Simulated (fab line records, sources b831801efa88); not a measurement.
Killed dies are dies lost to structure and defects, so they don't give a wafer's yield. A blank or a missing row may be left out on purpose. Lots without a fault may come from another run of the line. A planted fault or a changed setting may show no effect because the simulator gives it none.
Chamber matching | flow sky130 | SKY_POLY_CUT_ETCH_10 on rie_diel-01: 4 sister chambers
The step etches BARC in N2/H2, stops on SiO2, time 45.9 s, target depth 60 nm. 8 wafers are shown with their chamber, then 10 later ones without.

WAFERS WITH THEIR CHAMBER
wafer  | chamber | throttle_valve_pct (%) | oes_product_au (a.u.)
L077.2 | 1       | 13.245                 | 0.851
L084.1 | 3       | 13.219                 | 0.852
L084.3 | 2       | 13.213                 | 0.857
L085.2 | 0       | 13.229                 | 0.854
L085.3 | 1       | 13.213                 | 0.852
L085.6 | 0       | 13.221                 | 0.850
L088.2 | 3       | 13.226                 | 0.856
L088.4 | 2       | 13.219                 | 0.852

WAFERS WITHOUT THEIR CHAMBER
wafer  | throttle_valve_pct (%) | oes_product_au (a.u.)
L088.5 | 13.217                 | 0.856
L089.3 | 13.232                 | 0.858
L089.4 | 13.206                 | 0.854
L089.5 | 13.241                 | 0.853
L094.1 | 13.226                 | 0.851
L094.3 | 13.241                 | 0.859
L094.5 | 13.216                 | 0.850
L095.4 | 13.217                 | 0.849
L095.5 | 13.219                 | 0.855
L095.6 | 13.230                 | 0.856

WHICH CHAMBER EACH WENT THROUGH
wafer  | from the rows above               | in truth
L088.5 | can't be placed: 2 or 3 or 0 or 1 | 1
L089.3 | can't be placed: 3 or 2 or 0 or 1 | 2
L089.4 | can't be placed: 2 or 3 or 0 or 1 | 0
L089.5 | can't be placed: 1 or 0 or 3 or 2 | 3
L094.1 | can't be placed: 1 or 0 or 3 or 2 | 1
L094.3 | can't be placed: 3 or 2 or 0 or 1 | 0
L094.5 | can't be placed: 0 or 1 or 3 or 2 | 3
L095.4 | can't be placed: 0 or 1 or 3 or 2 | 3
L095.5 | can't be placed: 2 or 3 or 0 or 1 | 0
L095.6 | can't be placed: 3 or 2 or 0 or 1 | 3
Placed correctly: 0 of 10. Can't be placed from these rows: 10 (the true chamber is among the candidates in 10). Placed wrongly: 0.
How it was worked out, from the rows above alone: a wafer's distance from a chamber is the root of the sum, over the readings, of the square of ((its reading less the chamber's mean) divided by the reading's scatter). The wafer belongs to the nearest chamber; if the next one is less than 2 further off, it can't be placed. A chamber's mean is the mean of its shown wafers. The scatter: the root of (the sum of the squares of (reading less its chamber's mean) over the shown wafers, divided by (wafers less chambers)).
